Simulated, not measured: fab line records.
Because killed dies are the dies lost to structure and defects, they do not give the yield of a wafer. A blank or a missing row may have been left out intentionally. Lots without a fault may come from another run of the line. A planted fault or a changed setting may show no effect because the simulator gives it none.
Split-lot study || flow sfq-line || 23 wafers read from 5 lots, route of 325 steps

## THE SPLIT
At SFQ_TRILAYER_M3_BARC_OPEN_METAL_ETCH_100 (etches BARC in O2, target depth 125 nm, time 41.7 s), the setting time-s was moved away from the recipe's 41.7 s on 6 of the 23 wafers read, by -12.6% to -8.2%. All remaining wafers had this setting at the recipe value.

Reading taken at the split's own step.

## THE READING
oes-product-au, in a.u., at SFQ_TRILAYER_M3_BARC_OPEN_METAL_ETCH_100 (etches BARC in O2, target depth 125 nm, time 41.7 s). On this fab line, fault-free wafers typically give 0.681 a.u. with a standard deviation of 0.0048 a.u.

{"wafer": "L074.1", "tool, chamber at the split": "rie-metal-02, 1", "time-s as run, s": 41.7, "against the recipe": "recipe", "oes-product-au, a.u.": 0.678, "against lot-mates on the recipe": "-"}
{"wafer": "L074.2", "tool, chamber at the split": "rie-metal-02, 0", "time-s as run, s": 41.7, "against the recipe": "recipe", "oes-product-au, a.u.": 0.671, "against lot-mates on the recipe": "-"}
{"wafer": "L074.4", "tool, chamber at the split": "rie-metal-02, 0", "time-s as run, s": 41.7, "against the recipe": "recipe", "oes-product-au, a.u.": 0.677, "against lot-mates on the recipe": "-"}
{"wafer": "L074.5", "tool, chamber at the split": "rie-metal-02, 0", "time-s as run, s": 41.7, "against the recipe": "recipe", "oes-product-au, a.u.": 0.676, "against lot-mates on the recipe": "-"}
{"wafer": "L074.6", "tool, chamber at the split": "rie-metal-02, 1", "time-s as run, s": 41.7, "against the recipe": "recipe", "oes-product-au, a.u.": 0.685, "against lot-mates on the recipe": "-"}
{"wafer": "L075.1", "tool, chamber at the split": "rie-metal-02, 0", "time-s as run, s": 41.7, "against the recipe": "recipe", "oes-product-au, a.u.": 0.684, "against lot-mates on the recipe": "-"}
{"wafer": "L075.2", "tool, chamber at the split": "rie-metal-02, 1", "time-s as run, s": 41.7, "against the recipe": "recipe", "oes-product-au, a.u.": 0.683, "against lot-mates on the recipe": "-"}
{"wafer": "L075.3", "tool, chamber at the split": "rie-metal-02, 1", "time-s as run, s": 36.44, "against the recipe": "-12.6%", "oes-product-au, a.u.": 0.731, "against lot-mates on the recipe": "+0.048"}
{"wafer": "L075.4", "tool, chamber at the split": "rie-metal-02, 0", "time-s as run, s": 36.44, "against the recipe": "-12.6%", "oes-product-au, a.u.": 0.726, "against lot-mates on the recipe": "+0.043"}
{"wafer": "L075.5", "tool, chamber at the split": "rie-metal-02, 1", "time-s as run, s": 41.7, "against the recipe": "recipe", "oes-product-au, a.u.": 0.683, "against lot-mates on the recipe": "-"}
{"wafer": "L076.2", "tool, chamber at the split": "rie-metal-04, 0", "time-s as run, s": 41.7, "against the recipe": "recipe", "oes-product-au, a.u.": 0.682, "against lot-mates on the recipe": "-"}
{"wafer": "L076.3", "tool, chamber at the split": "rie-metal-04, 0", "time-s as run, s": 36.69, "against the recipe": "-12.0%", "oes-product-au, a.u.": 0.723, "against lot-mates on the recipe": "+0.042"}
{"wafer": "L076.4", "tool, chamber at the split": "rie-metal-04, 1", "time-s as run, s": 41.7, "against the recipe": "recipe", "oes-product-au, a.u.": 0.685, "against lot-mates on the recipe": "-"}
{"wafer": "L076.5", "tool, chamber at the split": "rie-metal-04, 1", "time-s as run, s": 36.69, "against the recipe": "-12.0%", "oes-product-au, a.u.": 0.728, "against lot-mates on the recipe": "+0.047"}
{"wafer": "L076.6", "tool, chamber at the split": "rie-metal-04, 0", "time-s as run, s": 41.7, "against the recipe": "recipe", "oes-product-au, a.u.": 0.675, "against lot-mates on the recipe": "-"}
{"wafer": "L078.1", "tool, chamber at the split": "rie-metal-04, 0", "time-s as run, s": 41.7, "against the recipe": "recipe", "oes-product-au, a.u.": 0.677, "against lot-mates on the recipe": "-"}
{"wafer": "L078.4", "tool, chamber at the split": "rie-metal-04, 0", "time-s as run, s": 41.7, "against the recipe": "recipe", "oes-product-au, a.u.": 0.679, "against lot-mates on the recipe": "-"}
{"wafer": "L078.5", "tool, chamber at the split": "rie-metal-04, 1", "time-s as run, s": 41.7, "against the recipe": "recipe", "oes-product-au, a.u.": 0.682, "against lot-mates on the recipe": "-"}
{"wafer": "L083.1", "tool, chamber at the split": "rie-metal-04, 0", "time-s as run, s": 41.7, "against the recipe": "recipe", "oes-product-au, a.u.": 0.685, "against lot-mates on the recipe": "-"}
{"wafer": "L083.2", "tool, chamber at the split": "rie-metal-04, 1", "time-s as run, s": 38.27, "against the recipe": "-8.2%", "oes-product-au, a.u.": 0.712, "against lot-mates on the recipe": "+0.032"}
{"wafer": "L083.3", "tool, chamber at the split": "rie-metal-04, 1", "time-s as run, s": 41.7, "against the recipe": "recipe", "oes-product-au, a.u.": 0.678, "against lot-mates on the recipe": "-"}
{"wafer": "L083.4", "tool, chamber at the split": "rie-metal-04, 0", "time-s as run, s": 38.27, "against the recipe": "-8.2%", "oes-product-au, a.u.": 0.709, "against lot-mates on the recipe": "+0.029"}
{"wafer": "L083.5", "tool, chamber at the split": "rie-metal-04, 0", "time-s as run, s": 41.7, "against the recipe": "recipe", "oes-product-au, a.u.": 0.677, "against lot-mates on the recipe": "-"}

THE FIT
A straight line over all 23 wafers: oes-product-au changes by -0.00382 a.u. for each +1% of time-s; r = -0.98; the points scatter about the line by 0.0038 a.u.
The same after taking each lot's own level away (the mean of its wafers on the recipe; 23 wafers): -0.00366 a.u. for each +1%; r = -0.98; scatter 0.0034 a.u.
According to that fit, moving time-s by its largest amount changes the reading by 0.046 a.u.
From 0.6774 to 0.6833 a.u.: that is the span of the lots' own levels, equal to 1.2 times the standard deviation above.
The two slopes agree, so the slope changes little with the lot-to-lot level.
Check: for one of the wafers moved furthest among these (-12.6%), held out of the fit, the line's prediction against its lot-mates is +0.0458 a.u. It came out at +0.0477 a.u. against them.
Tool readings at the split's step, against how far the setting was moved: oes-product-au r = -0.98.

## THE OTHER SPLITS THESE WAFERS WENT THROUGH
Before the reading, these wafers also passed through other splits. Each is held against what the fit with the lots' levels taken away leaves over:
{"other split on the same wafers": "SFQ_TRILAYER_I2_VIA_BARC_OPEN_VIA_ETCH_096 time-s", "wafers away from the commonest value": 5, "r with oes-product-au (lot level and that fit taken away)": "+0.17"}
{"other split on the same wafers": "SFQ_TRILAYER_M3_LITHO_PEB_078 peb-temp-c", "wafers away from the commonest value": 8, "r with oes-product-au (lot level and that fit taken away)": "+0.05"}

## THE WHOLE CHAIN: every reading that the file lists as answering this split, in the file's order
{"step": "SFQ_TRILAYER_M3_BARC_OPEN_METAL_ETCH_100", "what it does": "etches BARC in O2, target depth 125 nm, time 41.7 s", "reading": "oes-product-au", "change (the file's fit)": "-0.00366 a.u. for each +1% of the setting", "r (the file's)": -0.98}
{"step": "SFQ_TRILAYER_M3_BARC_OPEN_METAL_ETCH_100", "what it does": "etches BARC in O2, target depth 125 nm, time 41.7 s", "reading": "KrF_of_TRILAYER_M3_LITHO_COAT_075.thk-nm (the simulator's own value, which no gauge read)", "change (the file's fit)": "-0.53 nm for each +1% of the setting", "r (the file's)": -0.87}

## THE FILE'S OWN FIT
oes-product-au changes by -0.00366 a.u. for each +1% of time-s, r = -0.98.
